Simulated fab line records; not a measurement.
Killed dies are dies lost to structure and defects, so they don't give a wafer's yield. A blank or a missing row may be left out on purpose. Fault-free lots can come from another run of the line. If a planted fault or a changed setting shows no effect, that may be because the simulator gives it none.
Comparing a struck lot with a sound one    flow gf180mcu    27 steps out of a route of 602
Sound: wafers L724.1, L724.2, L724.3. Wafers struck: L725.1, L725.4, L725.6. The cause is given at the end.
Per side, at each step with rows, come the tool, then ch with its chambers, and then its first start. Under that, the readings that differ: sound wafers    struck wafers    difference of the means    sigmas: that difference in standard deviations of wafers without a fault.
alike: readings with means less than 2 such deviations apart, plus words and numbers identical on both sides. not compared: withheld readings, readings lacking a value on some wafer, bounds such as >300 that could conceal the same value, and numbers that have no deviation in the record and whose values overlap.
The two part at a step that has a row with sigmas, a row that says differs or no value, or rows on one side only. Numbers that don't overlap but have no deviation are shown without sigmas and don't part them. A reading missing from all wafers of one side parts the sides only when that side holds two or more wafers.

first, 8 steps without rows for these wafers: GF_M1_PEB_12 (peb time 90 s); GF_M1_DEVELOP_13 (develop time 60 s); GF_M1_METAL_ETCH_16 (etches the open film in Cl2/BCl3, stops on SiO2, target depth 750.8 nm, time 125.1 s); GF_M1_STRIP_17 (strips in O2/N2); GF_M1_STRIP_18 (strips in post etch residue remover, time 1200 s); GF_M1_CLEAN_19 (cleans in DIW); GF_V1_CVD_00 (deposits SiO2, target thk 600 nm, time 100 s); GF_V1_CVD_02 (deposits SiO2 from TEOS, target thk 850 nm, time 94.851 s).
GF_V1_CMP_04: polishes SiO2.
  sound on cmp-01 ch 1,2,3, day 19 14:31; struck on cmp-01 ch 0,1,3, day 20 10:51
reading                              sound            struck             difference  sigmas
time-to-endpoint-s (s)               78 76 81         97 100 105         +22         +3
model.SiO2_of_V1_CVD_02.thk-nm (nm)  634.2 632.4 635  573.3 573.3 569.3  -61.9       
  alike: motor-current-A
then, 9 steps without rows for these wafers: GF_V1_DEHYDRATE_06 (time 60 s); GF_V1_HMDS_07 (prime time 60 s); GF_V1_COAT_08; GF_V1_COAT_09 (resist thk 1000 nm); GF_V1_SOFTBAKE_10 (time 60 s); GF_V1_EXPOSE_11 (exposes mask Via1, target cd 260 nm); GF_V1_PEB_12 (peb time 90 s); GF_V1_DEVELOP_13 (develop time 60 s); GF_V1_ETCH_16 (etches BARC in N2/H2).
GF_V1_ETCH_17: etches SiO2 in C4F8/O2/Ar, stops on TiN, target depth 630 nm.
  sound on rie-diel-02 ch 0,1,2; struck on rie-diel-04 ch 0,2
reading                         sound              struck             difference  sigmas
oes-product-au (a.u.)           0.859 0.858 0.853  0.816 0.809 0.810  -0.045      -11
model.etch.depth-nm (nm)        634.2 632.4 635    573.3 573.3 569.3  -61.9       
model.V1.feature-depth-nm (nm)  634.2 632.4 635    573.3 573.3 569.3  -61.9       
then, 6 steps without rows for these wafers: GF_V1_STRIP_18 (strips in O2/N2); GF_V1_STRIP_19 (strips in post etch residue remover, time 1200 s); GF_V1_CLEAN_20 (cleans in DIW); GF_V1_SPUTTER_21 (material Ti, target thk 15 nm, time 80.02 s); GF_V1_SPUTTER_22 (material TiN, target thk 10 nm, time 40 s); GF_V1_CVD_23 (deposits W, target thk 350 nm, time 105.05 s).
GF_V1_CMP_26: polishes, stops on SiO2, t overpolish 15 s, target thk 0 nm.
  sound on cmp-02 ch 0,2,3, day 20 16:13; struck on cmp-01 ch 1,2,3, day 21 12:41
reading                              sound              struck             difference  sigmas
model.SiO2_of_V1_CVD_02.thk-nm (nm)  630.4 628.7 631.2  569.5 569.5 565.5  -61.9       
  alike: motor-current-A
then, 1 step without rows for these wafers: GF_M2_SPUTTER_00 (material Ti, target thk 37.5 nm, time 150 s).

== WHERE THEY PART ==
Earliest at GF_V1_CMP_04; latest, in this record, at GF_V1_ETCH_17. Later steps at which nothing parts them and some readings are alike: GF_V1_CMP_26.

WHY: whatever the simulator had introduced
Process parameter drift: cmp-01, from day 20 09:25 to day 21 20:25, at GF_V1_CMP_04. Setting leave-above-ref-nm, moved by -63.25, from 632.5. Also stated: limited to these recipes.
